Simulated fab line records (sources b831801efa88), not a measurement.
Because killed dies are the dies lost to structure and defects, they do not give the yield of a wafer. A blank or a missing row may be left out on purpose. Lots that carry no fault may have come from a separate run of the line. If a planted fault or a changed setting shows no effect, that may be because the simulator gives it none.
Chamber matching || flow sky130 || 4 sister chambers for SKY_CONTACT_ETCH_17 on rieDiel-03
The step etches SiO2 in C4F8/O2/Ar, stops on Si3N4, target depth 340 nm. 8 wafers are shown with their chamber, then 12 later ones without.

== WAFERS PAIRED WITH THEIR CHAMBERS ==
{"wafer": "L084.6", "chamber": 0, "oesProductAu (a.u.)": 0.885}
{"wafer": "L086.6", "chamber": 3, "oesProductAu (a.u.)": 0.891}
{"wafer": "L090.1", "chamber": 1, "oesProductAu (a.u.)": 0.889}
{"wafer": "L090.2", "chamber": 2, "oesProductAu (a.u.)": 0.894}
{"wafer": "L090.3", "chamber": 3, "oesProductAu (a.u.)": 0.890}
{"wafer": "L090.4", "chamber": 0, "oesProductAu (a.u.)": 0.898}
{"wafer": "L090.5", "chamber": 1, "oesProductAu (a.u.)": 0.892}
{"wafer": "L090.6", "chamber": 2, "oesProductAu (a.u.)": 0.886}

== WAFERS MISSING THEIR CHAMBER ==
{"wafer": "L095.2", "oesProductAu (a.u.)": 0.884}
{"wafer": "L095.4", "oesProductAu (a.u.)": 0.894}
{"wafer": "L095.5", "oesProductAu (a.u.)": 0.885}
{"wafer": "L096.4", "oesProductAu (a.u.)": 0.888}
{"wafer": "L096.5", "oesProductAu (a.u.)": 0.890}
{"wafer": "L096.6", "oesProductAu (a.u.)": 0.889}
{"wafer": "L097.1", "oesProductAu (a.u.)": 0.889}
{"wafer": "L097.2", "oesProductAu (a.u.)": 0.899}
{"wafer": "L097.3", "oesProductAu (a.u.)": 0.893}
{"wafer": "L097.4", "oesProductAu (a.u.)": 0.882}
{"wafer": "L097.5", "oesProductAu (a.u.)": 0.888}
{"wafer": "L097.6", "oesProductAu (a.u.)": 0.891}

== WHICH CHAMBER EACH WENT THROUGH ==
{"wafer": "L095.2", "from the rows above": "can't be placed: 2 or 1 or 3 or 0", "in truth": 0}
{"wafer": "L095.4", "from the rows above": "can't be placed: 0 or 1 or 3 or 2", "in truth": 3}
{"wafer": "L095.5", "from the rows above": "can't be placed: 2 or 1 or 3 or 0", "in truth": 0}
{"wafer": "L096.4", "from the rows above": "can't be placed: 2 or 1 or 3 or 0", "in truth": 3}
{"wafer": "L096.5", "from the rows above": "can't be placed: 2 or 1 or 3 or 0", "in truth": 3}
{"wafer": "L096.6", "from the rows above": "can't be placed: 2 or 1 or 3 or 0", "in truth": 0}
{"wafer": "L097.1", "from the rows above": "can't be placed: 2 or 1 or 3 or 0", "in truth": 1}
{"wafer": "L097.2", "from the rows above": "can't be placed: 0 or 1 or 3 or 2", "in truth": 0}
{"wafer": "L097.3", "from the rows above": "can't be placed: 0 or 1 or 3 or 2", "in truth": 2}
{"wafer": "L097.4", "from the rows above": "can't be placed: 2 or 1 or 3 or 0", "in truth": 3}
{"wafer": "L097.5", "from the rows above": "can't be placed: 2 or 1 or 3 or 0", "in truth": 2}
{"wafer": "L097.6", "from the rows above": "can't be placed: 0 or 1 or 3 or 2", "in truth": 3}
Correctly placed: 0 of 12. Can't be placed from these rows: 12 (the true chamber is among the candidates in 12). Placed wrongly: 0.
How it was worked out, from the rows above alone: a wafer's distance from a chamber is the root of the sum, over the readings, of the square of ((its reading less the chamber's mean) divided by the reading's scatter). The wafer belongs to the nearest chamber; if the next one is less than 2 further off, it can't be placed. Each chamber's mean is taken over the wafers shown for it. The scatter: the root of (the sum of the squares of (reading less its chamber's mean) over the shown wafers, divided by (wafers less chambers)).
